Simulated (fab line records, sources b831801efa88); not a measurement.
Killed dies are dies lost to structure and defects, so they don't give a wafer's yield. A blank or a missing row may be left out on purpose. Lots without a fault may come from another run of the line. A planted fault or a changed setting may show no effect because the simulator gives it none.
Problem report in the 8D (eight disciplines) form, filled by code | flow sky130 | the parts of the form that need people (team, actions taken, sign-off) are left out

1. THE PROBLEM
oes_product_au at SKY_METAL5_METAL_ETCH_15 reads a mean of 0.832 a.u. on 1 wafer of 1 lot; wafers without a fault read 0.893 a.u. with a standard deviation of 0.0047. That is -13 standard deviations from the usual mean.
The step: etches the open film in Cl2/BCl3, stops on SiO2, target depth 1260 nm, time 252 s.
First seen on wafer L745.4, day 46 06:23, on rie_metal-03. The record holds 32 wafers of 11 lots with a number at this step. Rule for "out", or "out of limits": more than 4 standard deviations from the usual mean. The other wafers with a number count as sound.

2. WHAT IT IS AND WHAT IT IS NOT
question                    | is                | is not
which readings at this step | oes_product_au    | drypump_motor_current_A, he_backside_leak_sccm, throttle_valve_pct
which lots                  | L745              | L735, L736, L738, L748, L750, L752, L753, L755, L757, L758
which wafers of those lots  | L745.4            | L745.2
read on which tools         | rie_metal-03      | rie_metal-01, rie_metal-02
when                        | from day 46 06:23 | up to then (10 sound wafers); but 21 sound wafers of L748, L750, L752, L753, L755, L757, L758 came after

3. SUSPECTS, AND WHAT RULES EACH OUT
Counting: a tool at a process step up to the reading stays a suspect if it ran every lot that is out. Sound lots after the first of them don't rule it out here, since some wafers of a struck lot are sound.
- rie_metal-03 at SKY_METAL5_METAL_ETCH_15 (etches the open film in Cl2/BCl3, stops on SiO2, target depth 1260 nm, time 252 s): kept. It ran the lot that is out, L745 (day 46 06:23); its last sound lot up to then is L738 (day 45 14:46). Its own readings are out on those wafers: oes_product_au.
Left after counting: rie_metal-03 at SKY_METAL5_METAL_ETCH_15.

4. THE CAUSE (what the simulator had put in)
Process parameter drift: rie_metal-03, from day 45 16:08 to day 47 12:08, at SKY_METAL5_METAL_ETCH_15. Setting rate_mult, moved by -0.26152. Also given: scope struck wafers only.
Counting left only this tool.

5. THE CHAIN OF EFFECTS, in route order
Each row: a reading whose mean over the struck wafers that have a number lies more than 3 standard deviations from the usual. Only readings for which the record gives a usual standard deviation are gone through. hours: the time from each lot's start at the first step in this table that gives one to its start at this step, as a median over the lots. sigmas: the change in usual standard deviations.
hours | step                     | reading                  | usual      | on struck wafers | change | sigmas
0     | SKY_METAL5_METAL_ETCH_15 | oes_product_au           | 0.893 a.u. | 0.832            | -0.061 | -13
0     | SKY_METAL5_STRIP_16      | strip_time_to_endpoint_s | 13.09 s    | 15.47            | +2.38  | +25
45    | SKY_PAD_OPEN_PROBE_99    | defect_limited_yield     | 82.6 %     | 0.0              | -82.6  | -46
45    | SKY_PAD_OPEN_PROBE_99    | killed_at_M4_up          | 3.4        | 413.0            | +409.6 | +99 or more
45    | SKY_PAD_OPEN_PROBE_99    | killed_dies              | 86         | 492              | +406   | +45
45    | SKY_PAD_OPEN_PROBE_99    | killed_on_rim            | 16         | 96               | +80    | +23
45    | SKY_PAD_OPEN_PROBE_99    | sort_bin_5_function      | 10.3 %     | 93.3             | +83.0  | +59
45    | SKY_PAD_OPEN_PROBE_99    | sort_n_pass              | 406        | 0                | -406   | -45
45    | SKY_PAD_OPEN_PROBE_99    | sort_yield_pct           | 82.6 %     | 0.0              | -82.6  | -46
The process steps in it:
- SKY_METAL5_METAL_ETCH_15: etches the open film in Cl2/BCl3, stops on SiO2, target depth 1260 nm, time 252 s.
- SKY_METAL5_STRIP_16: strips in O2/N2.
- SKY_PAD_OPEN_PROBE_99

6. WHAT WOULD HAVE CAUGHT IT SOONER
In this record the first reading out of limits was taken at day 46 06:23, 14 hours after the fault began at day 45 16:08.
